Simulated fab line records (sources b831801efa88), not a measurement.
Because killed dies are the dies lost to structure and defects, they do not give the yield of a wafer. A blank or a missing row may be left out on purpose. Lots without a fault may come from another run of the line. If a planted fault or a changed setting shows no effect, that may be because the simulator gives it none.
Chamber matching | flow gf180mcu | GF_V4_CMP_26 on cmp-01 has 4 sister chambers
The step polishes, stops on SiO2, t overpolish 15 s, target thk 0 nm. 8 wafers are shown with their chamber, then 9 later ones without.

WAFERS, EACH WITH ITS CHAMBER
wafer  | chamber | motor current A (A) | time to endpoint s (s)
L296.1 | 2       | 13.1                | 77
L296.5 | 0       | 8.8                 | 78
L298.2 | 0       | 9.6                 | 85
L300.5 | 3       | 9.9                 | 81
L300.6 | 2       | 13.3                | 81
L299.1 | 1       | 11.3                | 77
L299.2 | 3       | 9.9                 | 76
L299.6 | 1       | 11.4                | 75

WAFERS WITHOUT THEIR CHAMBER
wafer  | motor current A (A) | time to endpoint s (s)
L301.1 | 9.1                 | 77
L301.4 | 10.2                | 79
L301.6 | 9.0                 | 78
L302.1 | 10.1                | 84
L302.3 | 9.3                 | 81
L302.6 | 11.2                | 81
L309.1 | 13.1                | 85
L309.5 | 10.0                | 82
L310.5 | 9.5                 | 84

CHAMBER TAKEN BY EACH
wafer  | from the rows above     | in truth
L301.1 | can't be placed: 0 or 3 | 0
L301.4 | 3                       | 3
L301.6 | can't be placed: 0 or 3 | 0
L302.1 | can't be placed: 3 or 0 | 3
L302.3 | can't be placed: 0 or 3 | 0
L302.6 | 1                       | 1
L309.1 | 2                       | 2
L309.5 | can't be placed: 3 or 0 | 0
L310.5 | can't be placed: 0 or 3 | 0
3 of 9 placed correctly. From these rows, 6 cannot be placed; in 6 the true chamber is one of the candidates. 0 placed wrongly.
How it was worked out, from the rows above alone: a wafer's distance from a chamber is the root of the sum, over the readings, of the square of ((its reading less the chamber's mean) divided by the reading's scatter). The wafer belongs to the nearest chamber; if the next one is less than 2 further off, it can't be placed. Each chamber's mean is taken over the wafers shown for it. The scatter: take each reading less its chamber's mean, square it, sum over the shown wafers, divide by the number of wafers less the number of chambers, and take the root.
